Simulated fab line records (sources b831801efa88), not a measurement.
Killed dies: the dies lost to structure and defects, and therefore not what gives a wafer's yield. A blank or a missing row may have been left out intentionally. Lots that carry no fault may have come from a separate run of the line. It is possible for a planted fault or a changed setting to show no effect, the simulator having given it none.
Which of the tools did it? ; flow sky130 ; 36 wafers from 12 lots sampled at 4 of the route's 708 steps

## WHAT EACH GAUGE READ, for each wafer
SKY_FIELD_ISO_CD_MEAS_13 targets a cd of 150 nm.
lot;measured;on;cd_nm (nm)
L817;day 2 06:40;cd_sem-02;150.4 149.9 148.4
L818;day 2 10:35;cd_sem-01;147.7 149.3 148.9
L819;day 2 16:34;cd_sem-01;147.5 149.2 147.9
L820;day 2 21:52;cd_sem-01;150.9 150.1 149.8
L821;day 3 00:44;cd_sem-01;149.8 150.4 150.2
L822;day 3 07:09;cd_sem-02;150.2 150.0 148.2
L824;day 3 17:45;cd_sem-02;153.9 153.1 153.3
L823;day 3 18:26;cd_sem-01;149.4 150.1 150.4
L825;day 4 02:10;cd_sem-01;148.1 148.0 149.3
L826;day 4 02:32;cd_sem-02;147.0 146.6 147.4
L833;day 5 19:58;cd_sem-01;150.2 150.9 148.9
L834;day 5 23:06;cd_sem-02;150.9 151.9 150.8

SKY_NWELL_OVL_MEAS_23.
lot;measured;on;NWELL_01_OVL (nm)
L817;day 5 12:45;overlay-01;0.2 -1.4 -0.6
L818;day 6 03:38;overlay-02;0.7 0.5 2.5
L819;day 6 13:34;overlay-01;-5.1 -2.8 -1.0
L820;day 6 15:32;overlay-02;0.8 0.1 0.0
L821;day 6 14:26;overlay-01;1.9 1.8 1.0
L822;day 7 03:56;overlay-01;0.9 1.1 -0.7
L824;day 7 19:31;overlay-01;-1.3 0.4 -2.1
L823;day 7 18:10;overlay-02;-0.9 -1.6 0.4
L825;day 7 19:10;overlay-02;0.9 1.5 1.3
L826;day 7 21:19;overlay-01;-1.3 -1.9 -2.7
L833;day 9 10:08;overlay-01;0.0 0.9 0.3
L834;day 9 19:49;overlay-01;0.3 -0.3 -0.2

## WHAT TOOL EACH LOT RAN ON (gives the tool, then ch and the chambers of the sampled wafers, and finally the start)
lot;SKY_NWELL_IMPLANT_12;SKY_NWELL_STRIP_14
L817;implanter-02 ch 0, day 4 19:20;plasma_asher-02 ch 0,1, day 4 19:36
L818;implanter-02 ch 0, day 5 09:18;plasma_asher-01 ch 0,1, day 5 09:36
L819;implanter-02 ch 0, day 5 19:12;plasma_asher-02 ch 0,1, day 5 19:30
L820;implanter-03 ch 0, day 5 20:52;plasma_asher-04 ch 0,1, day 5 21:08
L821;implanter-04 ch 0, day 5 20:07;plasma_asher-04 ch 0,1, day 5 20:23
L822;implanter-03 ch 0, day 6 09:37;plasma_asher-04 ch 0,1, day 6 09:53
L824;implanter-02 ch 0, day 7 00:14;plasma_asher-04 ch 0,1, day 7 00:32
L823;implanter-02 ch 0, day 6 23:01;plasma_asher-04 ch 0,1, day 6 23:17
L825;implanter-03 ch 0, day 6 23:46;plasma_asher-01 ch 0,1, day 7 00:04
L826;implanter-02 ch 0, day 7 01:16;plasma_asher-04 ch 0,1, day 7 01:32
L833;implanter-04 ch 0, day 8 12:13;plasma_asher-04 ch 0,1, day 8 12:30
L834;implanter-04 ch 0, day 8 21:55;plasma_asher-01 ch 1, day 8 22:11
- SKY_NWELL_IMPLANT_12
- SKY_NWELL_STRIP_14: strips in O2/N2.

## WHAT THE TOOLS THEMSELVES READ (means of the sampled wafers that have a number; where no wafer has one, the mark that the record gives instead)
SKY_NWELL_IMPLANT_12.
lot;tool;dose_ions_cm2;faraday_current_uA
L817;implanter-02;1.3013e+12;7.33
L818;implanter-02;1.3017e+12;7.37
L819;implanter-02;1.3017e+12;7.18
L820;implanter-03;1.2997e+12;7.47
L821;implanter-04;1.3014e+12;7.32
L822;implanter-03;1.2983e+12;7.37
L824;implanter-02;1.3014e+12;7.36
L823;implanter-02;1.3001e+12;7.33
L825;implanter-03;1.2993e+12;7.34
L826;implanter-02;1.2995e+12;7.30
L833;implanter-04;1.1900e+12;6.78
L834;implanter-04;1.1899e+12;6.80

SKY_NWELL_STRIP_14.
lot;tool;drypump_motor_current_A (A);n2_flow_sccm (sccm);oes_product_au (a.u.);strip_time_to_endpoint_s (s)
L817;plasma_asher-02;5.6;301.6;0.720;36.92
L818;plasma_asher-01;5.7;299.7;0.721;36.90
L819;plasma_asher-02;5.6;300.4;0.718;36.98
L820;plasma_asher-04;5.8;300.2;0.720;36.89
L821;plasma_asher-04;5.5;299.5;0.723;36.85
L822;plasma_asher-04;5.8;299.9;0.725;36.90
L824;plasma_asher-04;5.8;300.3;0.722;36.90
L823;plasma_asher-04;5.5;300.6;0.725;37.14
L825;plasma_asher-01;5.7;299.5;0.719;36.93
L826;plasma_asher-04;5.8;300.6;0.721;37.00
L833;plasma_asher-04;5.8;299.7;0.720;36.85
L834;plasma_asher-01;6.2;298.6;0.725;36.95

## THE ANSWER, worked out from the rows above alone
Rule: usual is defined by the lots themselves. The widest of any qualifying gaps counts: lots, ordered by their means at a reading, are off when they make up no more than a third of the lots, leave a main group of 4 or more, and stand apart from it by 3 or more times the standard deviation of that group's means. A main group is skipped when, at the precision printed for the reading in the tables above, its means are all equal. A lot without any number at a reading at which 4 lots or more have one is off too. All remaining lots with rows at the step are treated as sound. The gauges are gone through in route order, then the tools' own readings, and for those a lot's mean is taken as printed above. At the first step where some lot is off, the reading lying furthest off is the one used; lots without a number count as furthest.
Off at SKY_NWELL_IMPLANT_12 (dose_ions_cm2): L833, L834. Mean 1.3004e+12 and standard deviation 1.1e+09 in the main group.
A tool fits if, at that step or a process step before it, it ran every lot that is off, and no sound lot after the first of them. One candidate fits, namely implanter-04 at SKY_NWELL_IMPLANT_12. A fault onset in the window from L821 (day 5 20:07, its last sound lot) to L833 (day 8 12:13, its first lot off) fits.
The tool's own readings at SKY_NWELL_IMPLANT_12 bear it out: on the lots that are off they differ by more than 5 times the standard deviation of the sound lots' means. dose_ions_cm2 reads 1.1900e+12 there against 1.3004e+12 on the sound lots; faraday_current_uA reads 6.79 there against 7.34 on the sound lots.

## WHAT THE SIMULATOR PUT IN
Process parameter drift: implanter-04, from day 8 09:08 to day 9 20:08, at SKY_NWELL_IMPLANT_12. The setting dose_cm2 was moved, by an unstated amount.
Shown lots that were struck: L833, L834. This agrees with what the rule above found.
